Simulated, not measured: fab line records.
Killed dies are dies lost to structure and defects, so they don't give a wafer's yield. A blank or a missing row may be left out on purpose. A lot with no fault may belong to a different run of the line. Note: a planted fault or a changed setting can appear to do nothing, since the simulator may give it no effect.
Chamber matching :: flow sky130 :: SKY_VIA3_ETCH_15 on rie-diel-01 has 4 sister chambers
The step etches SiO2 in C4F8/O2/Ar, stops on TiN, target depth 507 nm, time 78 s. 4 wafers are shown with their chamber, then 12 later ones without.

## WAFERS, EACH WITH ITS CHAMBER
wafer: L089.4
chamber: 1
oes-product-au (a.u.): 0.944

wafer: L090.2
chamber: 3
oes-product-au (a.u.): 0.941

wafer: L090.3
chamber: 0
oes-product-au (a.u.): 0.946

wafer: L090.4
chamber: 2
oes-product-au (a.u.): 0.945

## WAFERS MISSING THEIR CHAMBER
wafer: L092.3
oes-product-au (a.u.): 0.941

wafer: L092.5
oes-product-au (a.u.): 0.941

wafer: L092.6
oes-product-au (a.u.): 0.947

wafer: L093.2
oes-product-au (a.u.): 0.956

wafer: L093.3
oes-product-au (a.u.): 0.946

wafer: L093.5
oes-product-au (a.u.): 0.946

wafer: L096.1
oes-product-au (a.u.): 0.939

wafer: L096.2
oes-product-au (a.u.): 0.945

wafer: L096.5
oes-product-au (a.u.): 0.948

wafer: L095.1
oes-product-au (a.u.): 0.952

wafer: L095.4
oes-product-au (a.u.): 0.947

wafer: L095.6
oes-product-au (a.u.): 0.947

## WHICH CHAMBER EACH WENT THROUGH
wafer: L092.3
from the rows above: can't be placed: 3 or 1 or 2 or 0
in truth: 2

wafer: L092.5
from the rows above: can't be placed: 3 or 1 or 2 or 0
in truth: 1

wafer: L092.6
from the rows above: can't be placed: 0 or 2 or 1 or 3
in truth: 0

wafer: L093.2
from the rows above: can't be placed: 0 or 2 or 1 or 3
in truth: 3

wafer: L093.3
from the rows above: can't be placed: 0 or 2 or 1 or 3
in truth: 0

wafer: L093.5
from the rows above: can't be placed: 0 or 2 or 1 or 3
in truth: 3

wafer: L096.1
from the rows above: can't be placed: 3 or 1 or 2 or 0
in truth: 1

wafer: L096.2
from the rows above: can't be placed: 2 or 0 or 1 or 3
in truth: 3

wafer: L096.5
from the rows above: can't be placed: 0 or 2 or 1 or 3
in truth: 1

wafer: L095.1
from the rows above: can't be placed: 0 or 2 or 1 or 3
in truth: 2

wafer: L095.4
from the rows above: can't be placed: 0 or 2 or 1 or 3
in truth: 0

wafer: L095.6
from the rows above: can't be placed: 0 or 2 or 1 or 3
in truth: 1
Placed correctly: 0 of 12. Cannot be placed on the basis of these rows: 12; the candidates contain the true chamber in 12. Wrongly placed: 0.
How it was worked out, from the rows above alone: a wafer's distance from a chamber is the root of the sum, over the readings, of the square of ((its reading less the chamber's mean) divided by the reading's scatter). If the next closest chamber is less than 2 further off than the closest, the wafer can't be placed; otherwise it belongs to the closest. The mean given for a chamber averages the wafers shown for that chamber. The scatter: root of mean squared gap, hidden wafer to nearest shown wafer, with one shown wafer a chamber.
